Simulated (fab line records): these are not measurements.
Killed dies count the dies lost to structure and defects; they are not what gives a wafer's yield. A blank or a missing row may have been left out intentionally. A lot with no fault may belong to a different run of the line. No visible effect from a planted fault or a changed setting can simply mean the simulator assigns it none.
2 desks looking at one fault | flow gf180mcu | only its own numbers are on each desk; what lay behind them is given at the end

## FROM THE METROLOGY DESK
What the gauges read, lot by lot, whatever tool the lot ran on: means of the sampled wafers that have a number. Any lot whose mean is over 4 standard deviations away from the usual mean is out of limits and marked OUT; that distance is given in the brackets.
Columns: A = STI_CVD_03_THK at GF_STI_THK_MEAS_04, usual 205.8 nm; B = MVSD_OVL at GF_MVSD_OVL_MEAS_07, usual -0.7 nm
lot  | first seen here | A     | B
L409 | day 1 23:35     | 207.1 | -2.1
L411 | day 2 10:59     | 204.9 | -0.3
L412 | day 2 14:59     | 207.6 | 0.7
L413 | day 2 19:42     | 204.8 | 1.0
L414 | day 3 02:50     | 204.2 | -1.1
L415 | day 3 06:49     | 209.5 | -0.6
L416 | day 3 11:34     | 204.4 | -3.0
L417 | day 3 16:41     | 206.4 | -0.6
L418 | day 3 20:35     | 205.3 | -0.4
L425 | day 5 07:41     | 208.3 | -0.6
L426 | day 5 15:11     | 206.8 | -0.1
L427 | day 5 19:14     | 205.4 | -1.9
L428 | day 5 22:41     | 205.8 | -1.3
L429 | day 6 04:02     | 207.5 | -2.3
L430 | day 6 08:37     | 205.5 | -2.3
This desk's finding: nothing out of limits on any of the 15 lots.

## AT THE TOOL OWNER'S DESK: litho-track-02
The tool's own readings at GF_SAB_DEHYDRATE_02 (time 60 s): means of the sampled wafers that have a number, for each lot that ran on this tool. Any lot whose mean is over 4 standard deviations away from the usual mean is out of limits and marked OUT; that distance is given in the brackets.
Columns: A = run-length-s at GF_SAB_DEHYDRATE_02, usual 89.31 s
lot  | first seen here | A
L415 | day 18 01:17    | 89.13
L425 | day 21 03:50    | 91.88 (+12) OUT
L426 | day 21 13:53    | 94.78 (+26) OUT
L427 | day 21 21:29    | 90.89 (+7.5) OUT
Finding of this desk: L425, L426, L427 out of limits; the first was L425 at day 21 03:50, on run-length-s at GF_SAB_DEHYDRATE_02. L415: within limits.

## TAKEN TOGETHER
On L425, L426, L427, at day 21 03:50, an alarm was possible from the tool owner's desk.
From the metrology desk's view, nothing was out of limits.
The metrology desk holds a record of L425, L426, L427, inside its limits.
Of the lots named, all ran GF_SAB_DEHYDRATE_02 on litho-track-02.

## WHAT THE SIMULATOR PUT IN
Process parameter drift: litho-track-02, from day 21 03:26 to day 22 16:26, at GF_SAB_DEHYDRATE_02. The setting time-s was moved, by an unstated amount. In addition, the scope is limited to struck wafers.
Struck lots among those shown: L425, L426, L427.
Delay in hours, fault start to first out-of-limits reading, by desk: the tool owner's desk at 0.
